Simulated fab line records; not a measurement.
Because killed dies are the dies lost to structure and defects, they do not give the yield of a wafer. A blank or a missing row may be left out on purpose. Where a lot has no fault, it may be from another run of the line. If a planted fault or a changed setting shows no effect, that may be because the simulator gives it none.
Which tool did it? | flow gf180mcu | 7 lots, 21 wafers sampled, at 1 step of a route of 602

## WHAT EACH GAUGE READ, for each wafer
GF_CONTACT_BOW_MEAS_05.
lot  | measured     | on            | CONTACT_BOW (um)
L821 | day 15 15:06 | film-metro-03 | 63 66 64
L823 | day 16 01:14 | film-metro-01 | 58 61 67
L826 | day 17 14:38 | film-metro-01 | 66 57 65
L829 | day 18 12:16 | film-metro-03 | 69 53 73
L838 | day 21 17:49 | film-metro-04 | 63 64 65
L841 | day 22 20:34 | film-metro-03 | 66 66 51
L843 | day 23 04:43 | film-metro-03 | 64 68 52

## TOOL THAT RAN EACH LOT (tool first, then ch and the chambers of the sampled wafers, then the start)
No process step before these readings appears in the record.

## THE ANSWER, worked out from the rows above alone
Rule: the lots themselves supply what counts as usual. The widest of any qualifying gaps counts: lots, ordered by their means at a reading, are off when they make up no more than a third of the lots, leave a main group of 4 or more, and stand apart from it by 3 or more times the standard deviation of that group's means. Not used: any main group whose means are identical at the precision the tables above print for the reading. A lot without any number at a reading at which 4 lots or more have one is off too. Where the step has rows for the other lots, those lots are counted as sound.
Nothing can be told from this: no lot is off at any reading shown.

## WHAT HAD BEEN PUT IN BY THE SIMULATOR
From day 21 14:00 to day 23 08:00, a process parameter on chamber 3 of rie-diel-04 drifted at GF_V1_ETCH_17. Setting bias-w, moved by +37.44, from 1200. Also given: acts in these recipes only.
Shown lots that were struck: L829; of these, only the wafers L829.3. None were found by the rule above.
